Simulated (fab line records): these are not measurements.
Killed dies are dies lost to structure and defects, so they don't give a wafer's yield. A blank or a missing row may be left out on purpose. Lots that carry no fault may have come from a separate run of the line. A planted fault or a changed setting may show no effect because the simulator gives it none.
What tool caused it?	flow gf180mcu	18 wafers from 6 lots sampled at 5 of the route's 602 steps

== WHAT EACH GAUGE READ, for each wafer ==
GF_M3_CD_MEAS_14 targets a cd of 280 nm.
lot	measured	on	cdNm (nm)
L211	day 22 05:28	cdSem-02	280.5 279.8 280.4
L214	day 23 07:28	cdSem-01	279.2 279.5 280.1
L216	day 23 17:57	cdSem-01	280.6 281.7 281.0
L218	day 24 16:08	cdSem-01	279.0 279.7 280.0
L220	day 25 11:07	cdSem-01	267.8 279.7 279.3
L232	day 28 20:02	cdSem-01	283.8 281.4 281.9

== TOOL THAT RAN EACH LOT (tool first, then ch and the chambers of the sampled wafers, then the start) ==
lot	GF_V2_SPUTTER_21	GF_M3_SPUTTER_02	GF_M3_SPUTTER_04	GF_M3_EXPOSE_11
L211	pvdSputter-02, day 21 05:14	pvdSputter-04, day 21 06:04	pvdSputter-04, day 21 06:07	krfScanner-01 ch 0, day 21 18:08
L214	pvdSputter-02, day 22 07:35	pvdSputter-03, day 22 08:24	pvdSputter-03, day 22 08:27	krfScanner-02 ch 0, day 22 20:16
L216	pvdSputter-04, day 22 19:04	pvdSputter-03, day 22 19:53	pvdSputter-03, day 22 19:56	krfScanner-01 ch 0, day 23 07:25
L218	pvdSputter-04, day 23 17:10	pvdSputter-03, day 23 18:00	pvdSputter-03, day 23 18:03	krfScanner-01 ch 0, day 24 05:39
L220	pvdSputter-01, day 24 12:38	pvdSputter-03, day 24 13:27	pvdSputter-03, day 24 13:30	krfScanner-01 ch 0, day 25 00:30
L232	pvdSputter-04, day 27 23:55	pvdSputter-02, day 28 00:45	pvdSputter-02, day 28 00:48	krfScanner-02 ch 0, day 28 10:15
- GF_V2_SPUTTER_21: material Ti, target thk 15 nm, time 80.02 s.
- GF_M3_SPUTTER_02: material AlCu, target thk 450 nm, time 23.9 s.
- GF_M3_SPUTTER_04: material TiN, target thk 50 nm, time 41.7 s.
- GF_M3_EXPOSE_11: exposes mask Metal3, target cd 280 nm.

== THE ANSWER, worked out from the rows above alone ==
Rule: the usual values come from the lots themselves. Put in order of their means at a reading, lots are off if they are a third of the lots or fewer, leave a main group of 4 or more, and stand apart from it by a gap of 3 or more times the standard deviation of the main group's means; of several such gaps the widest counts. Not used: any main group whose means are identical at the precision the tables above print for the reading. A lot without any number at a reading at which 4 lots or more have one is off too. Any other lot the step has rows for is counted as sound.
Off, at GF_M3_CD_MEAS_14 on cdNm: L220. The main group: mean 280.6 nm, standard deviation 1.1.
If a tool, at a process step before that reading, ran all the lots that are off and no sound lot after the first of them, it fits. Those tools and the gauges at GF_M3_CD_MEAS_14 are tried in the same way. Can't be told from this: 3 tools fit, pvdSputter-01 at GF_V2_SPUTTER_21, pvdSputter-03 at GF_M3_SPUTTER_02 and GF_M3_SPUTTER_04, krfScanner-01 at GF_M3_EXPOSE_11.

== WHAT HAD BEEN PUT IN BY THE SIMULATOR ==
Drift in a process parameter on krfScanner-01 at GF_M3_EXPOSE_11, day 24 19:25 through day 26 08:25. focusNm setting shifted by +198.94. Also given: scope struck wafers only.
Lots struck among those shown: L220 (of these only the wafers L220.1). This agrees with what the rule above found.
